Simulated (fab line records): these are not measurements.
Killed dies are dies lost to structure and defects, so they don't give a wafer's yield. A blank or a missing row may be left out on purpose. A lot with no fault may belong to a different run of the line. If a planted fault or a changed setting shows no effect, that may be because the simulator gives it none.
fab line records | flow sfq_line
[record] lots = 15 | wafers = 45 | last_day = 95
route steps=325 shown JJ@188
lots untouched by any fault: they come from a run of this same line in which no faults occurred
start_h: start of the lot's first displayed wafer, in hours after the record's first day | wait_h: hours since the lot's step before | " identical to the entry in the row above | L1.1+2: a row that stands for several wafers | - either no value or no given start | * or withheld: withheld | < > ~ a bound
route shown NAME@n: names a module that has steps shown in the file, with the first one's number in the route | usual: mean/standard deviation taken from wafers without a fault | same: alike in all rows | chamber/n: place in a boat | sites: readings site by site | _std_site: how widely they spread, as a standard deviation | _edge_site: inner sites' mean taken away from outer sites' mean | radius_mm: for every site, how far away it sits from the centre of the wafer | mask NAME#n: copy n | behind: tool/chamber where the wafer was last shaped | hold: what put the lot on hold/how long, in hours/how the hold closed | device: the transistor (n, p or np) that didn't switch | end of line: tests of these same wafers at the route's end | a step given without rows: its recipe and nothing more | killed: dies that structure and defects cost at the first sort, which is not the same as the wafer's yield | map: dies across one wafer; x = killed, . = not, _ = none there
set.NAME: the setting the step ran with; set.NAME@STEP: the setting that earlier step ran with | model.NAME: the simulator's own value behind a step, which no gauge read
one table for each step of the route and one row for each wafer, over a sample of lots
services: the hour from which a tool's chamber was out of use, counted from the record's first day as start_h (under 0 if before that day), plus the number of hours and why
[[steps]]
[step SFQ_TRILAYER_JJ_CE_LITHO_EXPOSE_115]
[recipe] mask_id = J5 | na = 0.6 | source_shape = conventional | sigma_outer = 0.65 | target_cd_nm = 700 | dose_mj = 14.4
[usual] exposure_dose_mJ_cm2 = 14.400/0.013 | focus_offset_nm = 0.0/0.55
lot.wafer | tool           | chamber | start_h | wait_h | mask | exposure_dose_mJ_cm2 | focus_offset_nm
L305.1    | krf_scanner-02 | 0       | 1421.19 | -      | J5#0 | 14.378               | 0.4
L305.4    | "              | 0       | "       | "      | J5#0 | 14.391               | 1.1
L305.6    | "              | 0       | "       | "      | J5#0 | 14.399               | 1.5
L313.2    | krf_scanner-02 | -       | 1628.87 | -      | J5#0 | -                    | -
L313.3    | "              | -       | "       | "      | J5#0 | -                    | -
L313.6    | "              | -       | "       | "      | J5#0 | -                    | -
L314.1    | krf_scanner-01 | -       | 1635.74 | -      | J5#0 | -                    | -
L314.2    | "              | -       | "       | "      | J5#0 | -                    | -
L314.3    | "              | -       | "       | "      | J5#0 | -                    | -
L315.1    | krf_scanner-01 | -       | 1636.94 | -      | J5#0 | -                    | -
L315.2    | "              | -       | "       | "      | J5#0 | -                    | -
L315.3    | "              | -       | "       | "      | J5#0 | -                    | -
L317.1    | krf_scanner-02 | 0       | 1648.71 | -      | J5#0 | 14.388               | -0.3
L317.2    | "              | 0       | "       | "      | J5#0 | 14.382               | -0.7
L317.3    | "              | 0       | "       | "      | J5#0 | 14.388               | -0.9
L318.3    | krf_scanner-01 | 0       | 1659.63 | -      | J5#0 | 14.391               | 0.2
L318.5    | "              | 0       | "       | "      | J5#0 | 14.400               | 0.2
L318.6    | "              | 0       | "       | "      | J5#0 | 14.399               | -0.2
L319.1    | krf_scanner-01 | 0       | 1665.23 | -      | J5#0 | 14.420               | 0.1
L319.4    | "              | 0       | "       | "      | J5#0 | 14.410               | -0.5
L319.5    | "              | 0       | "       | "      | J5#0 | 14.413               | -0.2
L320.1    | krf_scanner-01 | 0       | 1677.23 | -      | J5#0 | 14.390               | 0.3
L320.2    | "              | 0       | "       | "      | J5#0 | 14.404               | 0.4
L320.6    | "              | 0       | "       | "      | J5#0 | 14.420               | 0.1
L321.1    | krf_scanner-01 | 0       | 1684.43 | -      | J5#0 | 14.399               | -0.1
L321.4    | "              | 0       | "       | "      | J5#0 | 14.395               | -0.7
L321.5    | "              | 0       | "       | "      | J5#0 | 14.386               | -0.9
L322.2    | krf_scanner-01 | 0       | 1687.03 | -      | J5#0 | 14.383               | 0.0
L322.4    | "              | 0       | "       | "      | J5#0 | 14.398               | -0.4
L322.6    | "              | 0       | "       | "      | J5#0 | 14.394               | 0.1
L323.1    | krf_scanner-01 | 0       | 1688.03 | -      | J5#0 | 14.393               | 0.1
L323.3    | "              | 0       | "       | "      | J5#0 | 14.415               | -0.4
L323.4    | "              | 0       | "       | "      | J5#0 | 14.399               | -0.7
L324.3    | krf_scanner-01 | 0       | 1692.03 | -      | J5#0 | 14.398               | 0.2
L324.5    | "              | 0       | "       | "      | J5#0 | 14.395               | -0.1
L324.6    | "              | 0       | "       | "      | J5#0 | 14.397               | -0.5
L325.2    | krf_scanner-01 | 0       | 1695.43 | -      | J5#0 | 14.421               | 0.2
L325.3    | "              | 0       | "       | "      | J5#0 | 14.390               | 0.1
L325.4    | "              | 0       | "       | "      | J5#0 | 14.419               | -0.1
L326.1    | krf_scanner-01 | 0       | 1700.03 | -      | J5#0 | 14.420               | 0.6
L326.2    | "              | 0       | "       | "      | J5#0 | 14.420               | 0.5
L326.3    | "              | 0       | "       | "      | J5#0 | 14.433               | 0.4
L327.2    | krf_scanner-01 | 0       | 1701.43 | -      | J5#0 | 14.395               | 1.3
L327.4    | "              | 0       | "       | "      | J5#0 | 14.402               | 0.5
L327.5    | "              | 0       | "       | "      | J5#0 | 14.406               | 1.4
[[services]]
tool           | chamber | start_h | hours | kind
krf_scanner-02 | -       | 1422.63 | 0.8   | pm
krf_scanner-01 | -       | 1433.39 | 1.3   | pm
krf_scanner-01 | -       | 1466.88 | 0.2   | repair
krf_scanner-02 | -       | 1476.72 | 1.3   | pm
krf_scanner-02 | -       | 1481.09 | 4.4   | pm
krf_scanner-02 | -       | 1485.47 | 3.6   | pm
krf_scanner-02 | -       | 1489.64 | 0.7   | repair
krf_scanner-01 | -       | 1491.24 | 0.8   | pm
krf_scanner-01 | -       | 1505.55 | 4.0   | pm
krf_scanner-01 | -       | 1510.26 | 0.2   | repair
krf_scanner-01 | -       | 1516.48 | 0.3   | repair
krf_scanner-01 | -       | 1534.68 | 1.0   | pm
krf_scanner-02 | -       | 1542.97 | 1.0   | pm
krf_scanner-02 | -       | 1592.42 | 0.8   | pm
krf_scanner-01 | -       | 1609.34 | 1.3   | pm
krf_scanner-02 | -       | 1634.42 | 2.1   | repair
krf_scanner-01 | -       | 1642.12 | 4.5   | repair
krf_scanner-02 | -       | 1658.31 | 1.3   | pm
krf_scanner-02 | -       | 1679.50 | 0.6   | repair
[[key]]
[first_sign] step = SFQ_TRILAYER_JJ_CE_LITHO_EXPOSE_115 | reading = tool_record | direction = missing
effect none on later readings
met_at SFQ_TRILAYER_JJ_CE_LITHO_EXPOSE_115
struck_lots L313,L314,L315
onset_between 1421.19 1628.87
[fault] kind = skipped_step_whole | tool = krf_scanner-01,krf_scanner-02 | chamber = - | onset_h = 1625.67 | steps = SFQ_TRILAYER_JJ_CE_LITHO_EXPOSE_115 | scope = struck_lots_only
